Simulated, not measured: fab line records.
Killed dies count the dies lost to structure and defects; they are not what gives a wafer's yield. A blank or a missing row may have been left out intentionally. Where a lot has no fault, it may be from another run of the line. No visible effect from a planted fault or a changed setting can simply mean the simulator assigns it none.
Which tool is to blame?	flow sky130	11 lots, 33 wafers sampled, at 6 steps of a route of 708

WHAT THE GAUGES READ, wafer by wafer
SKY_VT_ADJUST_HVTP_TW_MEAS_11. Usual: for VT_ADJUST_HVTP_TW the level is 1361 and the standard deviation is 11.
lot	measured	on	VT_ADJUST_HVTP_TW	flag
L529	day 6 03:45	film-metro-03	1369 1374 1372	
L531	day 6 19:14	film-metro-02	1356 1358 1362	
L533	day 7 05:56	film-metro-03	1374 1374 1372	
L534	day 7 09:03	film-metro-03	1377 1369 1373	
L535	day 7 15:18	film-metro-01	1349 1351 1347	
L536	day 7 22:39	film-metro-03	1376 1377 1375	
L545	day 10 12:16	film-metro-01	1347 1349 1344	
L546	day 10 17:06	film-metro-01	1347 1351 1348	
L548	day 11 02:16	film-metro-01	1346 1345 1350	
L551	day 11 19:52	film-metro-02	1361 1366 1359	
L552	day 12 11:41	film-metro-02	1361 1361 1365	

SKY_SD_N_RS_MEAS_16: a four-point-probe measurement. Usual: for SD_N_RS the level is 68.62 ohm/sq and the standard deviation is 0.11.
lot	measured	on	SD_N_RS (ohm/sq)	flag
L529	day 27 22:50	film-metro-01	68.54 68.50 68.56	
L531	day 28 20:20	film-metro-02	68.67 68.57 68.63	
L533	day 29 08:22	film-metro-01	68.57 68.77 68.72	
L534	day 29 13:05	film-metro-01	69.77 69.77 69.74 69.69 69.78 69.83	OFF
L535	day 30 04:49	film-metro-03	69.93 69.81 69.72 69.87 69.68 69.71	OFF
L536	day 30 10:14	film-metro-03	69.47 69.65 69.71 69.70 69.64 69.59	OFF
L545	day 33 14:45	film-metro-03	68.61 68.70 68.67	
L546	day 34 03:02	film-metro-03	68.69 68.62 68.59	
L548	day 34 10:43	film-metro-01	68.69 68.78 68.68	
L551	day 35 02:47	film-metro-01	68.57 68.56 68.58	
L552	day 35 17:14	film-metro-03	68.56 68.76 68.69	

SKY_METAL2_OVL_MEAS_16. Usual: for METAL2_OVL the level is -4 nm and the standard deviation is 7.5.
lot	measured	on	METAL2_OVL (nm)	flag
L529	day 35 05:40	overlay-02	8 7 -5	
L531	day 35 23:04	overlay-01	2 8 3	
L533	day 36 11:00	overlay-02	-9 -16 -16	
L534	day 36 19:42	overlay-01	-12 -9 2	
L535	day 37 05:49	overlay-01	-22 -16 -16	
L536	day 37 10:33	overlay-02	4 0 -4	
L545	day 40 08:28	overlay-01	-2 -9 0	
L546	day 40 21:28	overlay-02	11 0 4	
L548	day 41 01:22	overlay-02	2 -10 -6	
L551	day 41 18:55	overlay-01	-11 -12 -11	
L552	day 42 10:07	overlay-02	-1 5 -5	

EACH LOT AND THE TOOL THAT RAN IT (in order: tool; ch and the chambers of the sampled wafers; start)
lot	SKY_SD_N_IMPLANT_09	SKY_SD_N_STRIP_11	SKY_METAL2_SPUTTER_01
L529	implanter-04 ch 0, day 27 22:10	plasma-asher-04 ch 1, day 27 22:26	pvd-sputter-02, day 34 02:55
L531	implanter-03 ch 0, day 28 19:39	plasma-asher-02 ch 0,1, day 28 19:57	pvd-sputter-03, day 34 20:23
L533	implanter-04 ch 0, day 29 07:41	plasma-asher-01 ch 0,1, day 29 07:59	pvd-sputter-01, day 35 08:10
L534	implanter-04 ch 0, day 29 12:20	plasma-asher-01 ch 0, day 29 12:38	pvd-sputter-02, day 35 17:55
L535	implanter-04 ch 0, day 30 04:08	plasma-asher-01 ch 0,1, day 30 04:26	pvd-sputter-02, day 36 04:05
L536	implanter-04 ch 0, day 30 09:33	plasma-asher-02 ch 0,1, day 30 09:51	pvd-sputter-01, day 36 07:55
L545	implanter-04 ch 0, day 33 14:04	plasma-asher-04 ch 0,1, day 33 14:21	pvd-sputter-03, day 39 07:49
L546	implanter-04 ch 0, day 34 02:22	plasma-asher-01 ch 0,1, day 34 02:38	pvd-sputter-01, day 39 20:45
L548	implanter-04 ch 0, day 34 10:03	plasma-asher-02 ch 0,1, day 34 10:20	pvd-sputter-03, day 40 01:44
L551	implanter-04 ch 0, day 35 02:07	plasma-asher-02 ch 0,1, day 35 02:23	pvd-sputter-02, day 40 18:26
L552	implanter-04 ch 0, day 35 16:32	plasma-asher-01 ch 0,1, day 35 16:50	pvd-sputter-01, day 41 09:22
- SKY_SD_N_IMPLANT_09
- SKY_SD_N_STRIP_11: strips in O2/N2.
- SKY_METAL2_SPUTTER_01: material TiN, target thk 20 nm, time 16.7 s.

AS READ BY THE TOOLS THEMSELVES (means over the sampled wafers that have a number; for cases with no such wafer, the mark the record gives instead)
SKY_SD_N_IMPLANT_09. Usual: beam-energy-keV 50.002, standard deviation 0.016; dose-ions-cm2 3.999e+15, standard deviation 4.1e+12.
lot	tool	beam-energy-keV	dose-ions-cm2	flag
L529	implanter-04	49.997	3.998e+15	
L531	implanter-03	50.015	4.001e+15	
L533	implanter-04	50.005	3.999e+15	
L534	implanter-04	49.985	3.505e+15	OFF
L535	implanter-04	50.022	3.503e+15	OFF
L536	implanter-04	50.008	3.504e+15	OFF
L545	implanter-04	50.005	4.003e+15	
L546	implanter-04	50.014	4.002e+15	
L548	implanter-04	50.003	3.998e+15	
L551	implanter-04	49.978	4.005e+15	
L552	implanter-04	50.002	3.999e+15	

SKY_SD_N_STRIP_11. Usual: chamber-pressure-mTorr 1500.1 mTorr, standard deviation 2.1; drypump-motor-current-A 5.8 A, standard deviation 0.54; n2-flow-sccm 300.1 sccm, standard deviation 0.81; oes-product-au 0.527 a.u., standard deviation 0.0041; strip-time-to-endpoint-s 22.55 s, standard deviation 0.038.
lot	tool	chamber-pressure-mTorr (mTorr)	drypump-motor-current-A (A)	n2-flow-sccm (sccm)	oes-product-au (a.u.)	strip-time-to-endpoint-s (s)	flag
L529	plasma-asher-04	1500.0	5.4	300.6	0.531	22.58	
L531	plasma-asher-02	1499.8	6.3	300.4	0.526	22.56	
L533	plasma-asher-01	1499.3	5.7	299.7	0.521	22.53	
L534	plasma-asher-01	1500.6	5.8	299.7	0.532	22.03	OFF
L535	plasma-asher-01	1500.3	5.7	300.7	0.536	22.03	OFF
L536	plasma-asher-02	1499.0	6.4	299.9	0.533	22.07	OFF
L545	plasma-asher-04	1500.3	5.2	299.7	0.526	22.59	
L546	plasma-asher-01	1499.6	5.8	300.3	0.528	22.54	
L548	plasma-asher-02	1501.1	6.4	300.1	0.525	22.55	
L551	plasma-asher-02	1499.5	6.2	300.6	0.526	22.56	
L552	plasma-asher-01	1500.2	5.7	300.6	0.527	22.58	

SKY_METAL2_SPUTTER_01. Usual: throttle-valve-pct reads 29.7 % (standard deviation 1.1).
lot	tool	throttle-valve-pct (%)	flag
L529	pvd-sputter-02	30.3	
L531	pvd-sputter-03	29.9	
L533	pvd-sputter-01	29.6	
L534	pvd-sputter-02	30.0	
L535	pvd-sputter-02	29.9	
L536	pvd-sputter-01	29.3	
L545	pvd-sputter-03	29.9	
L546	pvd-sputter-01	30.1	
L548	pvd-sputter-03	30.0	
L551	pvd-sputter-02	30.7	
L552	pvd-sputter-01	29.4	

THE ANSWER, worked out from the rows above alone
Rule: a lot is off if the mean of its wafers that have a number lies more than 3 standard deviations from the usual mean. Also off: a lot with no number at a reading for which 4 or more lots have one. The other lots that the step has rows for count as sound. Order of review: gauges by route order, followed by the tools' own readings, for which a lot's mean as printed above is used. The first step at which some lot is off is used, and at that step the reading that is off furthest; a lot without a number counts as furthest.
Off: L534, L535, L536, seen at SKY_SD_N_RS_MEAS_16 (SD_N_RS).
A tool fits if, at a process step before that reading, it ran every lot that is off, and no sound lot after the first of them. Not tried: the gauges at SKY_SD_N_RS_MEAS_16; whatever is off there is also off at SKY_SD_N_IMPLANT_09, on other tools, and gauge error can't account for it. None of those tried fits.

WHAT WAS PUT IN BY THE SIMULATOR
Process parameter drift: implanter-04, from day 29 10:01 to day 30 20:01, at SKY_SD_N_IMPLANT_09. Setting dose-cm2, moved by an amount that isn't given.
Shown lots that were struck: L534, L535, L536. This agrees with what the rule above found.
